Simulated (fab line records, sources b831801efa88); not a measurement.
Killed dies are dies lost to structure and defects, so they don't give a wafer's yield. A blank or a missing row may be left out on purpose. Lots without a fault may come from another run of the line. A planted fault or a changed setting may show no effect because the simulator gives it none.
fab line records | flow gf180mcu
record lots=5 wafers=15 last_day=33
route steps=602 shown HV_LDD@234 NSD@235 PSD@248 SAB@264
lots that met no fault: from a run of the same line without faults
start_h: hours from the record's first day to the start of the lot's first wafer shown | wait_h: hours since the lot's step before | " the same as in the row above | L1.1+2: a row that stands for several wafers | - no value, or no start given | * or withheld: withheld | < > ~ a bound
route shown NAME@n: a module of which the file shows steps, and the number in the route of the first | usual: mean/standard deviation of fault-free wafers | same: alike in all rows | chamber/n: place in a boat | sites: the reading at each site | _std_site: their standard deviation | _edge_site: outer sites' mean less inner sites' | radius_mm: how far each site lies from the wafer's centre | mask NAME#n: copy n | behind: the tool/chamber that last shaped the wafer | hold: why the lot was held/for how many hours/how that ended | device: the transistor (n, p or np) that didn't switch | end of line: the same wafers' tests at the end of the route | a step without rows: its recipe alone | killed: dies lost to structure and defects at the first sort, not the wafer's yield | map: a wafer's dies, x killed, . not, _ none there
set.NAME: the setting as run; set.NAME@STEP: as run at that earlier step | model.NAME: the simulator's own value behind a step, which no gauge read
lots at some steps of the route; a table a step, a row a wafer
services: from which hour (start_h, from the record's first day; less than 0 if before it) a tool's chamber was out of use, for how many hours, and why
## steps
# step GF_HV_LDD_ETCHBACK_58
# recipe chemistry=CH3F/O2 target=Si3N4 stop_on=SiO2 source_w=400 bias_w=80 pressure_mtorr=25 ch3f_flow_sccm=40 O2_flow_sccm=30 time_s=100 target_depth_a=900
# usual drypump_motor_current_A=5.5/0.56 oes_product_au=0.841/0.0059 rf_fwd_power_W=397.7/1.3 throttle_valve_pct=10.559/0.0088
# columns lot.wafer tool chamber start_h wait_h drypump_motor_current_A oes_product_au rf_fwd_power_W rf_hours_counter_h throttle_valve_pct
L074.3 rie_diel-04 1 277.99 0.0 6.3 0.835 398.2 2 10.551
L074.4 " 3 " " 4.8 0.843 396.6 - 10.573
L074.6 " 1 " " 6.2 0.846 397.9 - 10.561
L075.2 rie_diel-04 2 299.07 0.0 5.4 0.833 398.0 11 10.585
L075.3 " 1 " " 6.3 0.839 397.8 2 10.552
L075.4 " 3 " " 4.9 0.839 398.3 - 10.558
L081.1 rie_diel-01 0 338.19 0.1 5.5 0.851 396.7 67 10.553
L081.2 " 1 " " 5.0 0.844 398.4 3 10.555
L081.6 " 0 " " 5.5 0.847 397.9 - 10.562
L083.2 rie_diel-04 3 343.07 0.0 4.9 0.844 396.6 104 10.545
L083.3 " 2 " " 5.4 0.842 396.9 13 10.562
L083.5 " 1 " " 6.2 0.840 394.2 - 10.555
L093.2 rie_diel-01 1 431.71 0.0 5.0 0.841 397.1 5 10.562
L093.4 " 2 " " 5.3 0.838 400.4 77 10.551
L093.5 " 0 " " 5.5 0.846 398.3 - 10.563
# step GF_NSD_DEHYDRATE_00
# recipe temp_c=200 time_s=60
# columns lot.wafer tool chamber start_h wait_h
L074.3+4+6 litho_track-02 0 286.85 8.8
L075.2+3+4 litho_track-02 0 308.08 9.0
L081.1+2+6 litho_track-02 0 347.25 9.0
L083.2+3+5 litho_track-02 0 352.67 9.6
L093.2+4+5 litho_track-02 0 442.97 11.2
# step GF_NSD_HMDS_01
# recipe prime_time_s=60 prime_temp_c=120
# columns lot.wafer tool chamber start_h wait_h
L074.3+4+6 litho_track-02 0 287.00 0.1
L075.2+3+4 litho_track-02 0 308.23 0.1
L081.1+2+6 litho_track-02 0 347.40 0.1
L083.2+3+5 litho_track-02 0 352.82 0.1
L093.2+4+5 litho_track-02 0 443.12 0.1
# step GF_NSD_COAT_02
# recipe resist=NOVOLAK spin_rpm=3000 resist_thk_nm=1000
# columns lot.wafer tool chamber start_h wait_h
L074.3+4+6 litho_track-02 0 287.15 0.1
L075.2+3+4 litho_track-02 0 308.38 0.1
L081.1+2+6 litho_track-02 0 347.55 0.1
L083.2+3+5 litho_track-02 0 352.97 0.1
L093.2+4+5 litho_track-02 0 443.27 0.1
# step GF_NSD_SOFTBAKE_03
# recipe temp_c=90 time_s=60 resist=NOVOLAK
# columns lot.wafer tool chamber start_h wait_h
L074.3+4+6 litho_track-02 0 287.30 0.1
L075.2+3+4 litho_track-02 0 308.53 0.1
L081.1+2+6 litho_track-02 0 347.70 0.1
L083.2+3+5 litho_track-02 0 353.12 0.1
L093.2+4+5 litho_track-02 0 443.42 0.1
# step GF_NSD_EXPOSE_04
# recipe mask_id=Nplus target_cd_nm=400 na=0.6 source_shape=conventional sigma_outer=0.6 dose_mj=140
# usual exposure_dose_mJ_cm2=140.00/0.16
# columns lot.wafer tool chamber start_h wait_h mask exposure_dose_mJ_cm2
L074.3 iline_stepper-01 0 - - Nplus#0 139.94
L074.4 " 0 " " Nplus#0 139.80
L074.6 " 0 " " Nplus#0 140.06
L075.2 iline_stepper-02 0 - - Nplus#0 140.00
L075.3 " 0 " " Nplus#0 139.99
L075.4 " 0 " " Nplus#0 140.05
L081.1 iline_stepper-02 0 - - Nplus#0 139.91
L081.2 " 0 " " Nplus#0 139.95
L081.6 " 0 " " Nplus#0 139.86
L083.2 iline_stepper-01 0 - - Nplus#0 139.84
L083.3 " 0 " " Nplus#0 139.99
L083.5 " 0 " " Nplus#0 139.90
L093.2 iline_stepper-01 0 - - Nplus#0 140.36
L093.4 " 0 " " Nplus#0 140.05
L093.5 " 0 " " Nplus#0 140.41
# step GF_NSD_PEB_05
# recipe temp_c=withheld time_s=* resist=NOVOLAK
# columns lot.wafer tool chamber start_h wait_h
L074.3+4+6 litho_track-02 0 - -
L075.2+3+4 litho_track-01 0 - -
L081.1+2+6 litho_track-04 0 - -
L083.2+3+5 litho_track-04 0 - -
L093.2+4+5 litho_track-04 0 - -
# step GF_NSD_DEVELOP_06
# recipe develop_time_s=60 dev_temp_c=23
# columns lot.wafer tool chamber start_h wait_h
L074.3+4+6 litho_track-02 0 297.20 0.1
L075.2+3+4 litho_track-01 0 318.86 0.1
L081.1+2+6 litho_track-04 0 359.22 0.1
L083.2+3+5 litho_track-04 0 363.95 0.1
L093.2+4+5 litho_track-04 0 455.20 0.1
# step GF_NSD_CD_MEAS_07
# recipe target_cd_nm=400
# usual cd_nm=400.2/1.8
# columns lot.wafer tool chamber start_h wait_h cd_nm
L074.3 cd_sem-01 - 297.34 0.1 399.3
L074.4 " - " " 397.7
L074.6 " - " " 400.8
L075.2 cd_sem-02 - 319.01 0.1 398.0
L075.3 " - " " 397.3
L075.4 " - " " 399.9
L081.1 cd_sem-02 - 359.37 0.1 399.9
L081.2 " - " " 397.3
L081.6 " - " " 398.7
L083.2 cd_sem-02 - 364.09 0.1 400.9
L083.3 " - " " 400.2
L083.5 " - " " 401.9
L093.2 cd_sem-01 - 455.34 0.1 400.9
L093.4 " - " " 399.7
L093.5 " - " " 401.3
# step GF_NSD_OVL_MEAS_08
# usual NSD_OVL=-0.2/1.4
# columns lot.wafer tool chamber start_h wait_h NSD_OVL[nm]
L074.3 overlay-02 - 297.43 0.1 -1.2
L074.4 " - " " -1.9
L074.6 " - " " -2.6
L075.2 overlay-02 - 319.11 0.1 -2.6
L075.3 " - " " -1.3
L075.4 " - " " -1.7
L081.1 overlay-01 - 359.49 0.1 0.6
L081.2 " - " " 0.7
L081.6 " - " " 0.4
L083.2 overlay-02 - 364.20 0.1 -0.3
L083.3 " - " " -0.6
L083.5 " - " " 2.1
L093.2 overlay-02 - 455.45 0.1 -0.2
L093.4 " - " " 0.5
L093.5 " - " " -0.5
# step GF_NSD_IMPLANT_09
# recipe species=As energy_kev=60 dose_cm2=4e+15 tilt_deg=7
# usual tilt_deg=6.995/0.019
# columns lot.wafer tool chamber start_h wait_h tilt_deg
L074.3 implanter-01 0 297.51 0.1 6.995
L074.4 " 0 " " 6.998
L074.6 " 0 " " 7.017
L075.2 implanter-01 0 319.17 0.0 7.023
L075.3 " 0 " " 6.993
L075.4 " 0 " " 6.982
L081.1 implanter-01 0 359.53 0.0 6.999
L081.2 " 0 " " 7.004
L081.6 " 0 " " 6.986
L083.2 implanter-01 0 364.26 0.0 7.026
L083.3 " 0 " " 6.991
L083.5 " 0 " " 7.022
L093.2 implanter-03 0 455.50 0.0 6.992
L093.4 " 0 " " 6.996
L093.5 " 0 " " 6.980
# step GF_NSD_IMPLANT_10
# recipe species=P energy_kev=40 dose_cm2=5e+14 tilt_deg=7
# usual tilt_deg=6.996/0.018
# columns lot.wafer tool chamber start_h wait_h tilt_deg
L074.3 implanter-01 0 297.66 0.1 6.994
L074.4 " 0 " " 7.011
L074.6 " 0 " " 6.997
L075.2 implanter-01 0 319.32 0.1 6.964
L075.3 " 0 " " 6.982
L075.4 " 0 " " 6.983
L081.1 implanter-01 0 359.68 0.1 6.991
L081.2 " 0 " " 7.008
L081.6 " 0 " " 6.988
L083.2 implanter-01 0 364.41 0.1 7.012
L083.3 " 0 " " 6.992
L083.5 " 0 " " 7.017
L093.2 implanter-03 0 455.65 0.1 6.940
L093.4 " 0 " " 6.950
L093.5 " 0 " " 6.956
# step GF_NSD_STRIP_11
# recipe chemistry=O2/N2 power_w=1400 pressure_mtorr=1500 platen_temp_c=250 o2_flow_sccm=3000 n2_flow_sccm=300 overash_fraction=0.5
# usual drypump_motor_current_A=5.49/0.25 heater_power_w=344/26 oes_product_au=0.487/0.0044 strip_time_to_endpoint_s=22.95/0.046
# columns lot.wafer tool chamber start_h wait_h drypump_motor_current_A heater_power_w oes_product_au rf_hours_counter_h strip_time_to_endpoint_s
L074.3 plasma_asher-02 0 297.79 0.1 5.42 350 0.492 - 22.93
L074.4 " 1 " " 5.43 287 0.483 - 22.94
L074.6 " 0 " " 5.40 362 0.491 - 22.96
L075.2 plasma_asher-01 1 319.44 0.1 5.09 324 0.484 69 22.88
L075.3 " 0 " " 5.71 377 0.484 - 22.88
L075.4 " 1 " " 5.10 318 0.485 - 22.89
L081.1 plasma_asher-01 0 359.83 0.1 5.73 362 0.486 73 22.94
L081.2 " 1 " " 5.08 320 0.485 73 22.96
L081.6 " 1 " " 5.09 322 0.496 - 22.91
L083.2 plasma_asher-04 1 364.53 0.1 5.73 370 0.484 56 22.90
L083.3 " 0 " " 5.52 334 0.478 - 22.96
L083.5 " 1 " " 5.74 372 0.494 - 22.94
L093.2 plasma_asher-02 0 455.78 0.1 5.42 359 0.491 37 22.93
L093.4 " 0 " " 5.44 359 0.493 - 22.94
L093.5 " 1 " " 5.40 293 0.488 - 22.90
# step GF_NSD_TW_MEAS_12
# usual NSD_TW=4236/33
# columns lot.wafer tool chamber start_h wait_h NSD_TW
L074.3 film_metro-02 - 297.88 0.1 4280
L074.4 " - " " 4285
L074.6 " - " " 4248
L075.2 film_metro-03 - 319.55 0.1 4261
L075.3 " - " " 4277
L075.4 " - " " 4252
L081.1 film_metro-02 - 359.93 0.1 4283
L081.2 " - " " 4283
L081.6 " - " " 4275
L083.2 film_metro-02 - 364.64 0.1 4242
L083.3 " - " " 4262
L083.5 " - " " 4243
L093.2 film_metro-04 - 455.89 0.1 4208
L093.4 " - " " 4204
L093.5 " - " " 4200
# step GF_PSD_DEHYDRATE_00
# recipe temp_c=200 time_s=60
# columns lot.wafer tool chamber start_h wait_h
L074.3+4+6 litho_track-03 0 306.96 9.1
L075.2+3+4 litho_track-03 0 328.88 9.3
L081.1+2+6 litho_track-04 0 370.32 10.4
L083.2+3+5 litho_track-04 0 375.55 10.9
L093.2+4+5 litho_track-03 0 467.23 11.3
# step GF_PSD_HMDS_01
# recipe prime_time_s=60 prime_temp_c=120
# columns lot.wafer tool chamber start_h wait_h
L074.3+4+6 litho_track-03 0 307.11 0.1
L075.2+3+4 litho_track-03 0 329.03 0.1
L081.1+2+6 litho_track-04 0 370.47 0.1
L083.2+3+5 litho_track-04 0 375.70 0.1
L093.2+4+5 litho_track-03 0 467.38 0.1
# step GF_PSD_COAT_02
# recipe resist=NOVOLAK spin_rpm=3000 resist_thk_nm=1000
# columns lot.wafer tool chamber start_h wait_h
L074.3+4+6 litho_track-03 0 307.26 0.1
L075.2+3+4 litho_track-03 0 329.18 0.1
L081.1+2+6 litho_track-04 0 370.62 0.1
L083.2+3+5 litho_track-04 0 375.85 0.1
L093.2+4+5 litho_track-03 0 467.53 0.1
# step GF_PSD_SOFTBAKE_03
# recipe temp_c=90 time_s=60 resist=NOVOLAK
# columns lot.wafer tool chamber start_h wait_h
L074.3+4+6 litho_track-03 0 307.41 0.1
L075.2+3+4 litho_track-03 0 329.33 0.1
L081.1+2+6 litho_track-04 0 370.77 0.1
L083.2+3+5 litho_track-04 0 376.00 0.1
L093.2+4+5 litho_track-03 0 467.68 0.1
# step GF_PSD_EXPOSE_04
# recipe mask_id=Pplus target_cd_nm=400 na=0.6 source_shape=conventional sigma_outer=0.6 dose_mj=140
# usual exposure_dose_mJ_cm2=139.98/0.13
# columns lot.wafer tool chamber start_h wait_h mask exposure_dose_mJ_cm2
L074.3 iline_stepper-02 0 - - Pplus#0 139.73
L074.4 " 0 " " Pplus#0 140.09
L074.6 " 0 " " Pplus#0 139.96
L075.2 iline_stepper-02 0 - - Pplus#0 139.87
L075.3 " 0 " " Pplus#0 139.90
L075.4 " 0 " " Pplus#0 140.09
L081.1 iline_stepper-02 0 - - Pplus#0 140.02
L081.2 " 0 " " Pplus#0 140.06
L081.6 " 0 " " Pplus#0 140.00
L083.2 iline_stepper-01 0 - - Pplus#0 139.94
L083.3 " 0 " " Pplus#0 139.90
L083.5 " 0 " " Pplus#0 140.00
L093.2 iline_stepper-02 0 - - Pplus#0 140.07
L093.4 " 0 " " Pplus#0 140.06
L093.5 " 0 " " Pplus#0 139.85
# step GF_PSD_PEB_05
# recipe temp_c=withheld time_s=* resist=NOVOLAK
# columns lot.wafer tool chamber start_h wait_h
L074.3+4+6 litho_track-04 0 - -
L075.2+3+4 litho_track-03 0 - -
L081.1+2+6 litho_track-04 0 - -
L083.2+3+5 litho_track-03 0 - -
L093.2+4+5 litho_track-04 0 - -
# step GF_PSD_DEVELOP_06
# recipe develop_time_s=60 dev_temp_c=23
# columns lot.wafer tool chamber start_h wait_h
L074.3+4+6 litho_track-04 0 317.48 0.1
L075.2+3+4 litho_track-03 0 339.63 0.1
L081.1+2+6 litho_track-04 0 381.47 0.1
L083.2+3+5 litho_track-03 0 387.53 0.1
L093.2+4+5 litho_track-04 0 479.30 0.1
# step GF_PSD_CD_MEAS_07
# recipe target_cd_nm=400
# usual cd_nm=400.7/2.2
# columns lot.wafer tool chamber start_h wait_h cd_nm
L074.3 cd_sem-01 - 317.62 0.1 399.5
L074.4 " - " " 401.5
L074.6 " - " " 401.3
L075.2 cd_sem-01 - 339.78 0.1 400.0
L075.3 " - " " 399.1
L075.4 " - " " 399.7
L081.1 cd_sem-01 - 381.62 0.1 402.8
L081.2 " - " " 402.6
L081.6 " - " " 402.4
L083.2 cd_sem-02 - 387.68 0.1 403.2
L083.3 " - " " 400.6
L083.5 " - " " 401.1
L093.2 cd_sem-01 - 479.44 0.1 402.2
L093.4 " - " " 399.9
L093.5 " - " " 398.1
# step GF_PSD_OVL_MEAS_08
# usual PSD_OVL=-1.3/1.4
# columns lot.wafer tool chamber start_h wait_h PSD_OVL[nm]
L074.3 overlay-01 - 317.71 0.1 -0.3
L074.4 " - " " -2.1
L074.6 " - " " -0.2
L075.2 overlay-01 - 339.88 0.1 -1.1
L075.3 " - " " -0.6
L075.4 " - " " -2.6
L081.1 overlay-01 - 381.74 0.1 -1.3
L081.2 " - " " -2.0
L081.6 " - " " -3.2
L083.2 overlay-01 - 387.78 0.1 -2.7
L083.3 " - " " -0.2
L083.5 " - " " -0.8
L093.2 overlay-01 - 479.55 0.1 -1.0
L093.4 " - " " -1.7
L093.5 " - " " 0.3
# step GF_PSD_IMPLANT_09
# recipe species=BF2 energy_kev=40 dose_cm2=1.5e+15 tilt_deg=7
# usual tilt_deg=7.005/0.018
# columns lot.wafer tool chamber start_h wait_h tilt_deg
L074.3 implanter-04 0 317.78 0.1 6.990
L074.4 " 0 " " 7.014
L074.6 " 0 " " 6.985
L075.2 implanter-02 0 339.94 0.0 7.031
L075.3 " 0 " " 6.994
L075.4 " 0 " " 7.029
L081.1 implanter-02 0 381.78 0.0 7.043
L081.2 " 0 " " 7.003
L081.6 " 0 " " 7.007
L083.2 implanter-01 0 387.84 0.0 6.975
L083.3 " 0 " " 7.015
L083.5 " 0 " " 7.011
L093.2 implanter-01 0 479.60 0.0 7.013
L093.4 " 0 " " 6.994
L093.5 " 0 " " 7.008
# step GF_PSD_STRIP_10
# recipe chemistry=O2/N2 power_w=1400 pressure_mtorr=1500 platen_temp_c=250 o2_flow_sccm=3000 n2_flow_sccm=300 overash_fraction=0.5
# usual drypump_motor_current_A=5.5/0.4 heater_power_w=335/29 oes_product_au=0.592/0.0044 strip_time_to_endpoint_s=16.53/0.035
# columns lot.wafer tool chamber start_h wait_h drypump_motor_current_A heater_power_w oes_product_au rf_hours_counter_h strip_time_to_endpoint_s
L074.3 plasma_asher-01 1 317.91 0.1 5.1 316 0.595 - 16.57
L074.4 " 0 " " 5.7 372 0.591 - 16.58
L074.6 " 1 " " 5.1 319 0.595 - 16.57
L075.2 plasma_asher-02 0 340.06 0.1 5.4 354 0.591 24 16.54
L075.3 " 1 " " 5.4 290 0.595 - 16.55
L075.4 " 0 " " 5.4 357 0.596 - 16.55
L081.1 plasma_asher-01 1 381.93 0.1 5.1 322 0.594 75 16.55
L081.2 " 0 " " 5.7 370 0.590 75 16.56
L081.6 " 0 " " 5.7 375 0.603 - 16.52
L083.2 plasma_asher-03 1 387.96 0.1 6.4 339 0.594 76 16.47
L083.3 " 1 " " 6.5 339 0.598 - 16.45
L083.5 " 1 " " 6.5 336 0.592 - 16.48
L093.2 plasma_asher-03 0 479.73 0.1 5.2 354 0.589 5 16.56
L093.4 " 1 " " 6.5 325 0.592 - 16.57
L093.5 " 0 " " 5.2 355 0.591 - 16.54
# step GF_PSD_TW_MEAS_11
# usual PSD_TW=3167/27
# columns lot.wafer tool chamber start_h wait_h PSD_TW
L074.3 film_metro-03 - 318.00 0.1 3180
L074.4 " - " " 3203
L074.6 " - " " 3194
L075.2 film_metro-04 - 340.17 0.1 3132
L075.3 " - " " 3147
L075.4 " - " " 3134
L081.1 film_metro-03 - 382.03 0.1 3156
L081.2 " - " " 3171
L081.6 " - " " 3176
L083.2 film_metro-04 - 388.07 0.1 3134
L083.3 " - " " 3139
L083.5 " - " " 3146
L093.2 film_metro-02 - 479.84 0.1 3188
L093.4 " - " " 3185
L093.5 " - " " 3188
# step GF_PSD_CLEAN_12
# recipe chemistry=SC1/SC2 mix=1:4:20 temp_c=70 time_s=150 dry=n2_spin
# columns lot.wafer tool chamber start_h wait_h
L074.3+4+6 wet_bench-01 2 318.04 0.0
L075.2+3+4 wet_bench-03 3 340.22 0.0
L081.1+2+6 wet_bench-04 3 382.09 0.1
L083.2+3+5 wet_bench-03 0 388.12 0.0
L093.2+4+5 wet_bench-04 3 479.89 0.0
# step GF_PSD_RTA_13
# recipe temp_c=1025 time_s=20 ambient=N2
# usual lamp_power_pct=34.1/1.7 wafer_temp_C_max=1029.6/1.1
# columns lot.wafer tool chamber start_h wait_h lamp_power_pct wafer_temp_C_max
L074.3 rtp_anneal-02 0 318.15 0.1 32.7 1031.3
L074.4 " 0 " " 32.7 1030.3
L074.6 " 0 " " 32.6 1029.9
L075.2 rtp_anneal-02 0 340.31 0.0 32.6 1028.1
L075.3 " 0 " " 32.6 1030.5
L075.4 " 0 " " 32.7 1029.5
L081.1 rtp_anneal-01 0 382.16 0.0 36.1 1028.4
L081.2 " 0 " " 36.0 1028.4
L081.6 " 0 " " 36.0 1030.0
L083.2 rtp_anneal-02 0 388.19 0.0 32.7 1029.0
L083.3 " 0 " " 32.7 1031.1
L083.5 " 0 " " 32.7 1031.2
L093.2 rtp_anneal-01 0 479.96 0.0 36.0 1029.8
L093.4 " 0 " " 36.0 1027.7
L093.5 " 0 " " 36.0 1029.1
# step GF_PSD_RS_MEAS_14
# recipe thk_meas_gauge=four-point-probe
# usual NSD_RS=46.12/0.081
# columns lot.wafer tool chamber start_h wait_h NSD_RS[ohm/sq]
L074.3 film_metro-02 - 318.30 0.1 46.19
L074.4 " - " " 46.30
L074.6 " - " " 46.14
L075.2 film_metro-04 - 340.46 0.1 46.11
L075.3 " - " " 46.14
L075.4 " - " " 46.01
L081.1 film_metro-02 - 382.24 0.1 46.08
L081.2 " - " " 46.04
L081.6 " - " " 46.22
L083.2 film_metro-02 - 388.28 0.1 46.16
L083.3 " - " " 46.07
L083.5 " - " " 46.11
L093.2 film_metro-02 - 480.05 0.1 46.21
L093.4 " - " " 46.30
L093.5 " - " " 46.25
# step GF_PSD_RS_MEAS_15
# recipe thk_meas_gauge=four-point-probe
# usual PSD_RS=108.49/0.29
# columns lot.wafer tool chamber start_h wait_h PSD_RS[ohm/sq]
L074.3 film_metro-02 - 318.42 0.1 108.85
L074.4 " - " " 108.82
L074.6 " - " " 108.64
L075.2 film_metro-04 - 340.58 0.1 108.38
L075.3 " - " " 108.26
L075.4 " - " " 108.07
L081.1 film_metro-02 - 382.36 0.1 108.51
L081.2 " - " " 108.27
L081.6 " - " " 108.56
L083.2 film_metro-02 - 388.40 0.1 108.28
L083.3 " - " " 108.65
L083.5 " - " " 108.50
L093.2 film_metro-02 - 480.17 0.1 108.77
L093.4 " - " " 108.42
L093.5 " - " " 108.61
# step GF_SAB_CVD_00
# recipe material=SiO2 target_thk_nm=50 precursor=TEOS temp_c=400 time_s=4.9302 rf_w=600
# usual heater_power_w=648/93 rf_fwd_power_W=588.8/2.7
# columns lot.wafer tool chamber start_h wait_h heater_power_w rf_fwd_power_W
L074.3 pecvd-01 0 318.50 0.1 684 587.3
L074.4 " 0 " " 699 588.2
L074.6 " 1 " " 833 592.3
L075.2 pecvd-03 0 340.68 0.1 720 589.8
L075.3 " 1 " " 563 591.5
L075.4 " 0 " " 718 591.5
L081.1 pecvd-01 2 382.48 0.1 742 591.5
L081.2 " 0 " " 706 584.5
L081.6 " 2 " " 733 589.4
L083.2 pecvd-04 1 388.50 0.1 536 588.6
L083.3 " 2 " " 591 588.1
L083.5 " 0 " " 542 590.7
L093.2 pecvd-01 0 480.27 0.1 734 583.8
L093.4 " 0 " " 739 584.8
L093.5 " 2 " " 753 593.7
# step GF_SAB_THK_MEAS_01
# recipe reads=SiO2_of_SAB_CVD_00
# usual SAB_CVD_00_THK=49.9/0.7
# columns lot.wafer tool chamber start_h wait_h SAB_CVD_00_THK[nm]
L074.3 film_metro-02 - 318.54 0.0 49.1
L074.4 " - " " 50.4
L074.6 " - " " 49.5
L075.2 film_metro-01 - 340.71 0.0 50.3
L075.3 " - " " 49.6
L075.4 " - " " 50.6
L081.1 film_metro-04 - 382.50 0.0 49.5
L081.2 " - " " 49.5
L081.6 " - " " 50.6
L083.2 film_metro-01 - 388.53 0.0 49.0
L083.3 " - " " 49.4
L083.5 " - " " 49.8
L093.2 film_metro-04 - 480.30 0.0 49.4
L093.4 " - " " 50.3
L093.5 " - " " 50.2
# step GF_SAB_DEHYDRATE_02
# recipe temp_c=200 time_s=60
# columns lot.wafer tool chamber start_h wait_h
L074.3+4+6 litho_track-04 0 327.87 9.3
L075.2+3+4 litho_track-04 0 350.80 10.1
L081.1+2+6 litho_track-04 0 393.07 10.6
L083.2+3+5 litho_track-04 0 399.35 10.8
L093.2+4+5 litho_track-04 0 491.35 11.0
# step GF_SAB_HMDS_03
# recipe prime_time_s=60 prime_temp_c=120
# columns lot.wafer tool chamber start_h wait_h
L074.3+4+6 litho_track-04 0 328.02 0.1
L075.2+3+4 litho_track-04 0 350.95 0.1
L081.1+2+6 litho_track-04 0 393.22 0.1
L083.2+3+5 litho_track-04 0 399.50 0.1
L093.2+4+5 litho_track-04 0 491.50 0.1
# step GF_SAB_COAT_04
# recipe resist=NOVOLAK spin_rpm=3000 resist_thk_nm=1000
# columns lot.wafer tool chamber start_h wait_h
L074.3+4+6 litho_track-04 0 328.17 0.1
L075.2+3+4 litho_track-04 0 351.10 0.1
L081.1+2+6 litho_track-04 0 393.37 0.1
L083.2+3+5 litho_track-04 0 399.65 0.1
L093.2+4+5 litho_track-04 0 491.65 0.1
# step GF_SAB_SOFTBAKE_05
# recipe temp_c=90 time_s=60 resist=NOVOLAK
# columns lot.wafer tool chamber start_h wait_h
L074.3+4+6 litho_track-04 0 328.32 0.1
L075.2+3+4 litho_track-04 0 351.25 0.1
L081.1+2+6 litho_track-04 0 393.52 0.1
L083.2+3+5 litho_track-04 0 399.80 0.1
L093.2+4+5 litho_track-04 0 491.80 0.1
# step GF_SAB_EXPOSE_06
# recipe mask_id=SAB target_cd_nm=420 na=0.6 source_shape=conventional sigma_outer=0.6 dose_mj=140
# usual exposure_dose_mJ_cm2=140.01/0.13
# columns lot.wafer tool chamber start_h wait_h mask exposure_dose_mJ_cm2
L074.3 iline_stepper-02 0 - - SAB#0 139.93
L074.4 " 0 " " SAB#0 139.82
L074.6 " 0 " " SAB#0 140.01
L075.2 iline_stepper-02 0 - - SAB#0 140.13
L075.3 " 0 " " SAB#0 140.00
L075.4 " 0 " " SAB#0 140.21
L081.1 iline_stepper-02 0 - - SAB#0 139.92
L081.2 " 0 " " SAB#0 139.75
L081.6 " 0 " " SAB#0 139.85
L083.2 iline_stepper-02 0 - - SAB#0 139.90
L083.3 " 0 " " SAB#0 139.98
L083.5 " 0 " " SAB#0 140.08
L093.2 iline_stepper-02 0 - - SAB#0 139.99
L093.4 " 0 " " SAB#0 139.98
L093.5 " 0 " " SAB#0 139.84
# step GF_SAB_PEB_07
# recipe temp_c=withheld time_s=* resist=NOVOLAK
# columns lot.wafer tool chamber start_h wait_h
L074.3+4+6 litho_track-04 0 - -
L075.2+3+4 litho_track-04 0 - -
L081.1+2+6 litho_track-02 0 - -
L083.2+3+5 litho_track-03 0 - -
L093.2+4+5 litho_track-04 0 - -
# step GF_SAB_DEVELOP_08
# recipe develop_time_s=60 dev_temp_c=23
# columns lot.wafer tool chamber start_h wait_h
L074.3+4+6 litho_track-04 0 338.42 0.1
L075.2+3+4 litho_track-04 0 362.45 0.1
L081.1+2+6 litho_track-02 0 405.50 0.1
L083.2+3+5 litho_track-03 0 410.93 0.1
L093.2+4+5 litho_track-04 0 503.20 0.1
# step GF_SAB_CD_MEAS_09
# recipe target_cd_nm=420
# usual cd_nm=420.0/2.2
# columns lot.wafer tool chamber start_h wait_h cd_nm
L074.3 cd_sem-02 - 338.56 0.1 418.2
L074.4 " - " " 416.4
L074.6 " - " " 415.7
L075.2 cd_sem-01 - 362.59 0.1 420.2
L075.3 " - " " 421.3
L075.4 " - " " 420.8
L081.1 cd_sem-02 - 405.65 0.1 423.2
L081.2 " - " " 421.0
L081.6 " - " " 421.4
L083.2 cd_sem-01 - 411.08 0.1 420.5
L083.3 " - " " 419.0
L083.5 " - " " 418.0
L093.2 cd_sem-02 - 503.34 0.1 420.7
L093.4 " - " " 421.0
L093.5 " - " " 419.6
# step GF_SAB_OVL_MEAS_10
# usual SAB_OVL=0.0/1.4
# columns lot.wafer tool chamber start_h wait_h SAB_OVL[nm]
L074.3 overlay-01 - 338.66 0.1 -0.7
L074.4 " - " " -0.3
L074.6 " - " " -1.1
L075.2 overlay-01 - 362.70 0.1 2.1
L075.3 " - " " 2.0
L075.4 " - " " 0.6
L081.1 overlay-02 - 405.77 0.1 2.8
L081.2 " - " " 0.9
L081.6 " - " " 0.7
L083.2 overlay-02 - 411.18 0.1 -0.2
L083.3 " - " " -0.2
L083.5 " - " " -1.3
L093.2 overlay-01 - 503.45 0.1 2.1
L093.4 " - " " 0.9
L093.5 " - " " 3.2
# step GF_SAB_ETCH_11
# recipe chemistry=C4F8/O2/Ar mask_material=NOVOLAK target=SiO2 target_depth_nm=55 source_w=1500 bias_w=1200 pressure_mtorr=40 c4f8_flow_sccm=withheld O2_flow_sccm=6 Ar_flow_sccm=300 time_s=8.5
# usual oes_product_au=0.995/0.014 rf_fwd_power_W=1471/7.1
# columns lot.wafer tool chamber start_h wait_h oes_product_au rf_fwd_power_W
L074.3 rie_diel-03 0 338.68 0.0 1.010 1474
L074.4 " 1 " " 1.004 1465
L074.6 " 3 " " 0.978 1472
L075.2 rie_diel-04 0 362.73 0.0 1.002 1474
L075.3 " 3 " " 1.003 1467
L075.4 " 1 " " 1.003 1457
L081.1 rie_diel-04 0 405.80 0.0 0.975 1468
L081.2 " 2 " " 0.991 1483
L081.6 " 3 " " 1.008 1468
L083.2 rie_diel-01 2 411.21 0.0 1.009 1466
L083.3 " 1 " " 0.993 1474
L083.5 " 3 " " 0.980 1472
L093.2 rie_diel-01 1 503.48 0.0 0.975 1467
L093.4 " 0 " " 0.989 1483
L093.5 " 3 " " 0.983 1471
# step GF_SAB_WET_ETCH_12
# recipe chemistry=dHF target_depth_nm=22 dry=n2_spin target=SiO2 temp_c=25 dilution=100:1 time_s=440
# columns lot.wafer tool chamber start_h wait_h
L074.3+4+6 wet_bench-03 2 338.70 0.0
L075.2+3+4 wet_bench-01 0 362.75 0.0
L081.1+2+6 wet_bench-02 3 405.83 0.0
L083.2+3+5 wet_bench-03 0 411.23 0.0
L093.2+4+5 wet_bench-03 1 503.50 0.0
## services
# columns tool chamber start_h hours kind
plasma_asher-01 - 264.28 2.8 pm
iline_stepper-01 - 264.54 21.1 repair
rie_diel-04 2 273.48 10.6 repair
pecvd-01 - 273.65 1.2 repair
rie_diel-04 - 285.11 8.3 repair
wet_bench-03 - 289.33 2.6 repair
rie_diel-04 0 296.00 4.2 repair
iline_stepper-01 - 302.30 3.0 repair
rie_diel-01 1 306.74 8.4 repair
plasma_asher-01 - 315.31 0.4 repair
rie_diel-04 3 315.62 7.6 repair
plasma_asher-02 - 333.48 5.2 repair
implanter-01 - 354.25 4.9 repair
iline_stepper-02 - 359.07 1.7 pm
rie_diel-01 3 392.57 6.7 repair
rie_diel-04 - 414.86 0.3 repair
iline_stepper-02 - 427.71 28.9 pm
plasma_asher-02 - 428.55 2.5 repair
iline_stepper-01 - 465.47 1.7 pm
pecvd-01 - 472.58 1.4 repair
iline_stepper-02 - 480.39 6.8 repair
rie_diel-01 - 482.65 0.7 repair
pecvd-01 - 482.80 28.1 pm
iline_stepper-02 - 494.51 7.7 repair
## key
fault none
